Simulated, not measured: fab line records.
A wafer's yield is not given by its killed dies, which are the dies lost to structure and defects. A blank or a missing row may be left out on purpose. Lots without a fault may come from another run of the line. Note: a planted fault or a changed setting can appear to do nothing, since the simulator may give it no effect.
What tool caused it? + flow sky130 + 36 wafers from 12 lots sampled at 5 of the route's 708 steps

WHAT EACH GAUGE READ, for each wafer
Not one reading of a measure or inspect step in the record can be checked against a usual standard deviation.

WHICH TOOL RAN EACH LOT (tool, then ch and the chambers of the sampled wafers, then the start)
| lot  | SKY_PWDE_STRIP_09                  | SKY_VIA4_ETCH_12                  | SKY_VIA4_SPUTTER_17         | SKY_PASSIVATION_STRIP_12            | SKY_PAD_OPEN_PROBE_99   |
|------|------------------------------------|-----------------------------------|-----------------------------|-------------------------------------|-------------------------|
| L257 | plasmaAsher-02 ch 0,1, day 3 19:07 | rieDiel-02 ch 0,1,2, day 42 23:10 | pvdSputter-01, day 42 23:49 | plasmaAsher-02 ch 0,1, day 44 22:53 | -                       |
| L258 | plasmaAsher-01 ch 0,1, day 4 09:43 | rieDiel-02 ch 1,2,3, day 43 19:14 | pvdSputter-03, day 43 19:56 | plasmaAsher-03 ch 1, day 45 18:11   | -                       |
| L260 | plasmaAsher-02 ch 0,1, day 5 00:04 | rieDiel-02 ch 0,2, day 44 10:34   | pvdSputter-03, day 44 11:16 | plasmaAsher-03 ch 0,1, day 46 08:55 | -                       |
| L264 | plasmaAsher-01 ch 0,1, day 5 18:49 | rieDiel-03 ch 0,3, day 45 10:55   | pvdSputter-01, day 45 11:36 | plasmaAsher-03 ch 0,1, day 47 07:19 | -                       |
| L265 | plasmaAsher-03 ch 0,1, day 5 19:22 | rieDiel-02 ch 1,3, day 45 12:19   | pvdSputter-01, day 45 12:58 | plasmaAsher-03 ch 0,1, day 47 09:04 | -                       |
| L267 | plasmaAsher-03 ch 0,1, day 6 11:10 | rieDiel-01 ch 0,3, day 46 08:13   | pvdSputter-01, day 46 08:54 | plasmaAsher-02 ch 0,1, day 48 04:04 | -                       |
| L270 | plasmaAsher-02 ch 0,1, day 7 11:50 | rieDiel-01 ch 0,2,3, day 47 05:46 | pvdSputter-02, day 47 06:30 | plasmaAsher-02 ch 0,1, day 48 23:53 | -                       |
| L271 | plasmaAsher-01 ch 0,1, day 7 13:07 | rieDiel-01 ch 0,2, day 47 11:22   | pvdSputter-01, day 47 12:02 | plasmaAsher-04 ch 0,1, day 49 05:50 | -                       |
| L272 | plasmaAsher-01 ch 0,1, day 8 04:20 | rieDiel-02 ch 1,2,3, day 47 20:31 | pvdSputter-03, day 47 21:11 | plasmaAsher-03 ch 0,1, day 49 12:31 | -                       |
| L273 | plasmaAsher-03 ch 0,1, day 8 05:16 | rieDiel-01 ch 0,1,2, day 48 01:37 | pvdSputter-01, day 48 02:25 | plasmaAsher-03 ch 0,1, day 49 17:05 | -                       |
| L274 | plasmaAsher-01 ch 0,1, day 8 15:25 | rieDiel-02 ch 0,3, day 48 12:49   | pvdSputter-01, day 48 13:31 | plasmaAsher-04 ch 0,1, day 50 03:58 | prober-01, day 50 23:10 |
| L277 | plasmaAsher-01 ch 0,1, day 9 01:04 | rieDiel-03 ch 1,3, day 49 00:02   | pvdSputter-03, day 49 00:43 | plasmaAsher-02 ch 0,1, day 50 13:08 | prober-02, day 51 07:52 |
- SKY_PWDE_STRIP_09: strips in O2/N2.
- SKY_VIA4_ETCH_12: etches SiO2 in C4F8/O2/Ar, stops on TiN, target depth 580 nm.
- SKY_VIA4_SPUTTER_17: material TiN, target thk 20 nm, time 80 s.
- SKY_PASSIVATION_STRIP_12: strips in O2/N2.
- SKY_PAD_OPEN_PROBE_99

AS READ BY THE TOOLS THEMSELVES (means over the sampled wafers that have a number; for cases with no such wafer, the mark the record gives instead)
SKY_PWDE_STRIP_09. Usual: drypumpMotorCurrentA 5.5 A, standard deviation 0.46; oesProductAu 0.723 a.u., standard deviation 0.0045; stripTimeToEndpointS 36.88 s, standard deviation 0.11.
| lot  | tool           | drypumpMotorCurrentA (A) | oesProductAu (a.u.) | stripTimeToEndpointS (s) | flag |
|------|----------------|--------------------------|---------------------|--------------------------|------|
| L257 | plasmaAsher-02 | 5.4                      | 0.721               | 36.95                    |      |
| L258 | plasmaAsher-01 | 5.1                      | 0.725               | 36.79                    |      |
| L260 | plasmaAsher-02 | 5.3                      | 0.725               | 36.92                    |      |
| L264 | plasmaAsher-01 | 5.1                      | 0.724               | 36.90                    |      |
| L265 | plasmaAsher-03 | 6.1                      | 0.720               | 36.95                    |      |
| L267 | plasmaAsher-03 | 6.0                      | 0.726               | 37.01                    |      |
| L270 | plasmaAsher-02 | 5.3                      | 0.722               | 36.94                    |      |
| L271 | plasmaAsher-01 | 5.1                      | 0.719               | 37.07                    |      |
| L272 | plasmaAsher-01 | 5.1                      | 0.725               | 36.86                    |      |
| L273 | plasmaAsher-03 | 6.1                      | 0.724               | 36.81                    |      |
| L274 | plasmaAsher-01 | 5.1                      | 0.723               | 36.89                    |      |
| L277 | plasmaAsher-01 | 5.4                      | 0.728               | 36.80                    |      |

SKY_VIA4_ETCH_12. Usual: oesProductAu reads 0.926 a.u. (standard deviation 0.0048).
| lot  | tool       | oesProductAu (a.u.) | flag |
|------|------------|---------------------|------|
| L257 | rieDiel-02 | 0.927               |      |
| L258 | rieDiel-02 | 0.925               |      |
| L260 | rieDiel-02 | 0.923               |      |
| L264 | rieDiel-03 | 0.925               |      |
| L265 | rieDiel-02 | 0.926               |      |
| L267 | rieDiel-01 | 0.925               |      |
| L270 | rieDiel-01 | 0.928               |      |
| L271 | rieDiel-01 | 0.925               |      |
| L272 | rieDiel-02 | 0.931               |      |
| L273 | rieDiel-01 | 0.921               |      |
| L274 | rieDiel-02 | 0.928               |      |
| L277 | rieDiel-03 | 0.930               |      |

SKY_VIA4_SPUTTER_17. Usual: cathodeDcPowerW 4000.1 W, standard deviation 0.72; throttleValvePct 29.8 %, standard deviation 1.1.
| lot  | tool          | cathodeDcPowerW (W) | throttleValvePct (%) | flag |
|------|---------------|---------------------|----------------------|------|
| L257 | pvdSputter-01 | 4000.1              | 29.9                 |      |
| L258 | pvdSputter-03 | 4001.3              | 29.9                 |      |
| L260 | pvdSputter-03 | 3999.6              | 29.9                 |      |
| L264 | pvdSputter-01 | 3999.5              | 30.3                 |      |
| L265 | pvdSputter-01 | 3999.5              | 29.1                 |      |
| L267 | pvdSputter-01 | 3999.9              | 30.2                 |      |
| L270 | pvdSputter-02 | 3999.7              | 29.4                 |      |
| L271 | pvdSputter-01 | 3999.7              | 30.3                 |      |
| L272 | pvdSputter-03 | 4000.7              | 29.9                 |      |
| L273 | pvdSputter-01 | 4000.1              | 29.2                 |      |
| L274 | pvdSputter-01 | 4000.2              | 30.8                 |      |
| L277 | pvdSputter-03 | 4000.3              | 28.9                 |      |

SKY_PASSIVATION_STRIP_12. Usual: drypumpMotorCurrentA 5.6 A, standard deviation 0.52; oesProductAu 0.660 a.u., standard deviation 0.0047; stripTimeToEndpointS 31.52 s, standard deviation 0.14.
| lot  | tool           | drypumpMotorCurrentA (A) | oesProductAu (a.u.) | stripTimeToEndpointS (s) | flag |
|------|----------------|--------------------------|---------------------|--------------------------|------|
| L257 | plasmaAsher-02 | 5.3                      | 0.660               | 31.51                    |      |
| L258 | plasmaAsher-03 | 5.8                      | 0.660               | 31.40                    |      |
| L260 | plasmaAsher-03 | 6.0                      | 0.663               | 31.73                    |      |
| L264 | plasmaAsher-03 | 6.0                      | 0.661               | 31.50                    |      |
| L265 | plasmaAsher-03 | 6.1                      | 0.660               | 31.47                    |      |
| L267 | plasmaAsher-02 | 5.4                      | 0.661               | 31.45                    |      |
| L270 | plasmaAsher-02 | 5.4                      | 0.659               | 31.58                    |      |
| L271 | plasmaAsher-04 | 5.1                      | 0.660               | 31.64                    |      |
| L272 | plasmaAsher-03 | 6.2                      | 0.661               | 31.64                    |      |
| L273 | plasmaAsher-03 | 6.0                      | 0.661               | 31.43                    |      |
| L274 | plasmaAsher-04 | 5.1                      | 0.661               | 31.41                    |      |
| L277 | plasmaAsher-02 | 5.4                      | 0.656               | 31.33                    |      |

SKY_PAD_OPEN_PROBE_99. Usual: killed_at_M0_to_M3 44, standard deviation 7.4; killed_at_M4_up 3.1, standard deviation 1.8; killedAtContacts 25, standard deviation 6; killedAtFrontEnd 15, standard deviation 4.4; killedAtOther 0.3, standard deviation 0.49; killedDies 88, standard deviation 10; killedOpen 48, standard deviation 7.4; killedShort 39, standard deviation 6.3.
| lot  | tool      | killed_at_M0_to_M3 | killed_at_M4_up | killedAtContacts | killedAtFrontEnd | killedAtOther | killedDies | killedOpen | killedShort | flag |
|------|-----------|--------------------|-----------------|------------------|------------------|---------------|------------|------------|-------------|------|
| L274 | prober-01 | 41                 | 3.0             | 25               | 33               | 0.0           | 102        | 48         | 40          | OFF  |
| L277 | prober-02 | 48                 | 3.7             | 20               | 38               | 1.3           | 112        | 46         | 42          | OFF  |

THE ANSWER, worked out from the rows above alone
Rule: a lot counts as off when the mean over its wafers that have a number is more than 3 standard deviations away from the usual mean. A lot without any number at a reading at which 4 lots or more have one is off too. Where the step has rows for the other lots, those lots are counted as sound. Order of review: gauges by route order, followed by the tools' own readings, for which a lot's mean as printed above is used. The first step at which some lot is off is used, and at that step the reading that is off furthest; a lot without a number counts as furthest.
Off: L274, L277 (SKY_PAD_OPEN_PROBE_99, killedAtFrontEnd). Neither off nor sound, because the step has no rows for them: L257, L258, L260, L264, L265, L267, L270, L271, L272, L273.
If a tool, at that step or one of the process steps before it, ran each lot that is off and ran no sound lot following the first of them, it fits. One fits: plasmaAsher-01 at SKY_PWDE_STRIP_09. It ran no sound lot before its first lot that is off in this sample, so the start can't be narrowed down.

WHAT WAS PUT IN BY THE SIMULATOR
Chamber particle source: plasmaAsher-01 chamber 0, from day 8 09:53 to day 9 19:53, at SKY_PWDE_STRIP_09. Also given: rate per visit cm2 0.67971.
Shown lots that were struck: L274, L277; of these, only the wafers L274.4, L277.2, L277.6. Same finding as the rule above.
